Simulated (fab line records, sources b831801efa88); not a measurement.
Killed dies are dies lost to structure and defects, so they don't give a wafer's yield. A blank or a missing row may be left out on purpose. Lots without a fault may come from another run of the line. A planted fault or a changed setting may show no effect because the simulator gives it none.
Problem report in the 8D (eight disciplines) form, filled by code | flow sky130 | the parts of the form that need people (team, actions taken, sign-off) are left out

1. THE PROBLEM
dose_ions_cm2 at SKY_LDD_N_IMPLANT_11 reads a mean of 6.586e+13 on 6 wafers of 2 lots; wafers without a fault read 7.499e+13 with a standard deviation of 8.3e+10. That is -99 or more standard deviations from the usual mean.
First seen on wafer L251.3, day 20 16:13, on implanter-01. The record holds 18 wafers of 6 lots with a number at this step. Rule for "out", or "out of limits": more than 4 standard deviations from the usual mean. The other wafers with a number count as sound.

2. WHAT IT IS AND WHAT IT IS NOT
question                    | is                                | is not
which readings at this step | dose_ions_cm2, faraday_current_uA | beam_on_s
which lots                  | L251, L252                        | L245, L246, L259, L262
which wafers of those lots  | all that have a number            | -
read on which tools         | implanter-01                      | implanter-02, implanter-04
when                        | from day 20 16:13                 | up to then (6 sound wafers); but 6 sound wafers of L259, L262 came after

3. SUSPECTS, AND WHAT RULES EACH OUT
Counting: a tool at a process step up to the reading stays a suspect if it ran every lot that is out and no sound lot after the first of them.
- implanter-01 at SKY_LDD_N_IMPLANT_11: kept. It ran every lot that is out, first L251 (day 20 16:13), and no sound lot after that; its last sound lot up to then is L245 (day 18 03:04). Its own readings are out on those wafers: dose_ions_cm2, faraday_current_uA.
Left after counting: implanter-01 at SKY_LDD_N_IMPLANT_11.

4. THE CAUSE (what the simulator had put in)
Process parameter drift: implanter-01, from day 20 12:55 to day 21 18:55, at SKY_LDD_N_IMPLANT_11. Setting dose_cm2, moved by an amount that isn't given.
Counting left only this tool.

5. THE CHAIN OF EFFECTS, in route order
Each row: a reading whose mean over the struck wafers that have a number lies more than 3 standard deviations from the usual. Only readings for which the record gives a usual standard deviation are gone through. hours: the time from each lot's start at the first step in this table that gives one to its start at this step, as a median over the lots. sigmas: the change in usual standard deviations.
hours | step                 | reading            | usual     | on struck wafers | change     | sigmas
0     | SKY_LDD_N_IMPLANT_11 | dose_ions_cm2      | 7.499e+13 | 6.586e+13        | -9.133e+12 | -99 or more
0     | SKY_LDD_N_IMPLANT_11 | faraday_current_uA | 422       | 367              | -55        | -6.1
The process steps in it:
- SKY_LDD_N_IMPLANT_11

6. WHAT WOULD HAVE CAUGHT IT SOONER
In this record the first reading out of limits was taken at day 20 16:13, 3 hours after the fault began at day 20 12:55.
